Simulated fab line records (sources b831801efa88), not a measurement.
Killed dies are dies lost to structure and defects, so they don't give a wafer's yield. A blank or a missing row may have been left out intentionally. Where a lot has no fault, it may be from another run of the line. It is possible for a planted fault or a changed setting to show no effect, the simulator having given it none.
Tool commonality check + flow gf180mcu + 13 lots, 39 wafers sampled

== WHY IT WAS OPENED ==
Flagged at GF_HV_LDD_CD_MEAS_19: reading cd_nm, on 2 of 13 lots. No-fault wafers: 400.0 nm, standard deviation 2.6.
Rule: a lot is flagged when every wafer of it that has a number lies more than 4 standard deviations from that mean, or none has a number. The rest of the lots are taken to be sound.

| lot  | measured     | on        | cd_nm (nm), wafer by wafer | flag    |
|------|--------------|-----------|----------------------------|---------|
| L512 | day 10 15:02 | cd_sem-02 | 399.3 401.9 397.3          |         |
| L513 | day 11 02:48 | cd_sem-01 | 402.0 401.3 401.8          |         |
| L515 | day 11 14:38 | cd_sem-01 | 402.0 404.2 403.9          |         |
| L522 | day 13 23:23 | cd_sem-01 | 435.3 436.3 436.8          | FLAGGED |
| L524 | day 14 18:27 | cd_sem-01 | 435.1 434.8 435.5          | FLAGGED |
| L526 | day 15 10:00 | cd_sem-02 | 398.1 396.4 396.3          |         |
| L527 | day 15 14:39 | cd_sem-01 | 400.8 401.7 398.9          |         |
| L529 | day 16 06:11 | cd_sem-02 | 398.7 401.6 400.4          |         |
| L530 | day 16 14:05 | cd_sem-01 | 397.6 397.6 395.8          |         |
| L531 | day 16 20:02 | cd_sem-01 | 403.0 402.5 403.4          |         |
| L532 | day 17 02:33 | cd_sem-01 | 399.2 401.9 400.7          |         |
| L533 | day 17 11:48 | cd_sem-01 | 397.8 400.2 400.8          |         |
| L534 | day 17 20:54 | cd_sem-01 | 400.1 399.5 401.4          |         |
The mean of the flagged lots' numbers is 435.6 nm, +35.6 nm from the usual (+14 standard deviations).

== EACH LOT AND THE TOOL IT RAN ON ==
The record keeps 1 process step preceding the reading, out of 602 steps on the route. Read each cell as the tool, then ch plus the chambers that the sampled wafers visited, then the start.
| lot  | flag    | GF_HV_LDD_COAT_14                 |
|------|---------|-----------------------------------|
| L512 |         | litho_track-01 ch 0, day 10 05:36 |
| L513 |         | litho_track-03 ch 0, day 10 17:40 |
| L515 |         | litho_track-03 ch 0, day 11 04:35 |
| L522 | FLAGGED | litho_track-01 ch 0, day 13 12:51 |
| L524 | FLAGGED | litho_track-01 ch 0, day 14 07:51 |
| L526 |         | litho_track-04 ch 0, day 14 22:34 |
| L527 |         | litho_track-04 ch 0, day 15 03:35 |
| L529 |         | litho_track-04 ch 0, day 15 18:53 |
| L530 |         | litho_track-04 ch 0, day 16 02:17 |
| L531 |         | litho_track-04 ch 0, day 16 08:38 |
| L532 |         | litho_track-01 ch 0, day 16 15:15 |
| L533 |         | litho_track-04 ch 0, day 16 23:59 |
| L534 |         | litho_track-04 ch 0, day 17 09:17 |
What these steps do:
- GF_HV_LDD_COAT_14: resist thk 1000 nm.
- GF_HV_LDD_CD_MEAS_19: target cd 400 nm.

== FLAGGED AGAINST TOTAL, ONE TOOL AT A TIME (gauges that did the reading follow at the end) ==
| step                 | tool           | lots run | flagged | share of the flagged lots | sound lots run after its first flagged lot |
|----------------------|----------------|----------|---------|---------------------------|--------------------------------------------|
| GF_HV_LDD_COAT_14    | litho_track-01 | 4        | 2       | all                       | 1 (L532)                                   |
| GF_HV_LDD_COAT_14    | litho_track-03 | 2        | 0       | none                      | -                                          |
| GF_HV_LDD_COAT_14    | litho_track-04 | 7        | 0       | none                      | -                                          |
| GF_HV_LDD_CD_MEAS_19 | cd_sem-01      | 10       | 2       | all                       | 6 (L527,L530,L531,L532,L533,L534)          |
| GF_HV_LDD_CD_MEAS_19 | cd_sem-02      | 3        | 0       | none                      | -                                          |

== THE TABLE: WHAT IT ALLOWS ==
2 rows of the table ran every flagged lot: litho_track-01 at GF_HV_LDD_COAT_14, cd_sem-01 at GF_HV_LDD_CD_MEAS_19.
- litho_track-01 at GF_HV_LDD_COAT_14: 2 of its 4 lots flagged. After the first flagged lot (L532), sound lots still ran on it; a lasting fault on the whole tool would not permit that.
- cd_sem-01 at GF_HV_LDD_CD_MEAS_19: 2 of its 10 lots flagged. After the first flagged lot (L527, L530, L531, L532, L533, L534), sound lots still ran on it; a lasting fault on the whole tool would not permit that.
Every row of the table either missed a flagged lot or ran a sound lot after the first.

== WHAT HAD BEEN PUT IN BY THE SIMULATOR ==
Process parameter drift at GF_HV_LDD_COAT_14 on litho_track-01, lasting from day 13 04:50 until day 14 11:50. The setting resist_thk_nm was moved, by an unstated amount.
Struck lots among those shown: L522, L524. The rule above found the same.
